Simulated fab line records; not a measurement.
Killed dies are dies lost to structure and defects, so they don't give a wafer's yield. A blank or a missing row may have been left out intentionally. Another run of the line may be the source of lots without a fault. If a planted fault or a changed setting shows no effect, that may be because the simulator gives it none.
Comparing a struck lot with a sound one :: flow sky130 :: 23 out of 708 route steps
Sound: these wafers, L737.1, L737.2, L737.4. Wafers struck: L742.1, L742.4, L742.6. At the end, the cause is stated.
At each step with rows: each side's tool, then ch and its chambers, then its first start. Under that, the readings that differ: sound wafers :: struck wafers :: difference of the means :: sigmas: that difference in standard deviations of wafers without a fault.
alike: words and numbers the same on both sides, and readings whose means are apart by under 2 such deviations; not compared: readings that were withheld, readings missing a value for some wafer, numbers with overlapping values and no deviation given by the record, and bounds like >300 which may hide the same value.
Wherever a step has rows on one side only, a row that says differs or no value, or a row with sigmas, the two part there. Numbers that have no deviation but don't overlap get no sigmas and don't part them. Lack of a reading on every wafer of one side parts them only where that side has two or more wafers.

first, 4 steps without rows for these wafers: SKY_PWDE_SOFTBAKE_03; SKY_PWDE_EXPOSE_04 (exposes mask PWDEM, target cd 840 nm); SKY_PWDE_PEB_05; SKY_PWDE_DEVELOP_06 (develop time 60 s).
SKY_PWDE_OVL_MEAS_07:
  struck on overlay-02, day 5 11:55; sound on overlay-02, day 3 21:06
  alike: PWDE_OVL
then, 1 step without rows for these wafers: SKY_PWDE_IMPLANT_08.
SKY_PWDE_STRIP_09: strips in O2/N2.
  sound on plasma_asher-03 ch 0,1, day 3 21:17; struck on plasma_asher-03 ch 0,1, day 5 12:06
  alike: drypump_motor_current_A, oes_product_au, strip_time_to_endpoint_s
  not compared: rf_hours_counter_h
SKY_PWDE_TW_MEAS_10:
  struck on film_metro-02, day 5 12:12; sound on film_metro-03, day 3 21:23
  alike: PWDE_TW
then, 4 steps without rows for these wafers: SKY_NWELL_DEHYDRATE_03 (time 60 s); SKY_NWELL_HMDS_04 (prime time 60 s); SKY_NWELL_COAT_05 (resist thk 3000 nm); SKY_NWELL_SOFTBAKE_06.
SKY_NWELL_EXPOSE_07: exposes mask NWM, target cd 840 nm.
  sound on iline_stepper-02 ch 0, day 4 04:39; struck on iline_stepper-01 ch 0, day 5 21:32
reading: mask
sound: NWM#0 NWM#0 NWM#0
struck: HVTPM#0 HVTPM#0 HVTPM#0
difference: differs
sigmas: 
  alike: reticle_temp_C
then, 2 steps without rows for these wafers: SKY_NWELL_PEB_08; SKY_NWELL_DEVELOP_09 (develop time 60 s).
SKY_NWELL_OVL_MEAS_10:
  struck on overlay-01, day 6 06:10; sound on overlay-02, day 4 13:09
reading: NWELL_00_OVL (nm)
sound: 1.7 0.7 2.0
struck: - - -
difference: no value on the struck wafers
sigmas: 
then, 3 steps without rows for these wafers: SKY_NWELL_IMPLANT_11; SKY_NWELL_IMPLANT_12; SKY_NWELL_IMPLANT_13.
SKY_NWELL_STRIP_14: strips in O2/N2.
  sound on plasma_asher-03 ch 0,1, day 4 13:38; struck on plasma_asher-04 ch 0,1, day 6 06:39
reading: strip_time_to_endpoint_s (s)
sound: 36.76 36.76 36.71
struck: 37.10 37.08 37.00
difference: +0.32
sigmas: +3
  alike: drypump_motor_current_A, oes_product_au
  not compared: rf_hours_counter_h
SKY_NWELL_TW_MEAS_15:
  struck on film_metro-02, day 6 06:45; sound on film_metro-02, day 4 13:44
reading: NWELL_TW
sound: 1835 1836 1836
struck: 30 30 30
difference: -1806
sigmas: -90
then, 1 step without rows for these wafers: SKY_NWELL_DEHYDRATE_16 (time 60 s).
-- the record jumps here: 41 days lie between the struck wafers' starts before and after (it left off in module NWELL and takes up again in module PAD_OPEN, whose first step shown is number 708 of the route) --
SKY_PAD_OPEN_PROBE_99:
  struck on prober-02, day 47 15:23; sound on prober-01, day 45 17:38
reading: killed_at_front_end
sound: 20 15 22
struck: 422 413 426
difference: +401
sigmas: +84

reading: killed_dies
sound: 88 82 93
struck: 492 492 492
difference: +404
sigmas: +43

reading: killed_on_rim
sound: 21 9 20
struck: 96 96 96
difference: +79
sigmas: +20
  alike: killed_at_M0_to_M3, killed_at_M4_up, killed_at_contacts, killed_at_other, killed_open, killed_short

## WHERE THEY PART
First at SKY_NWELL_EXPOSE_07; last, within this record, at SKY_PAD_OPEN_PROBE_99.

WHY: what the simulator had put in
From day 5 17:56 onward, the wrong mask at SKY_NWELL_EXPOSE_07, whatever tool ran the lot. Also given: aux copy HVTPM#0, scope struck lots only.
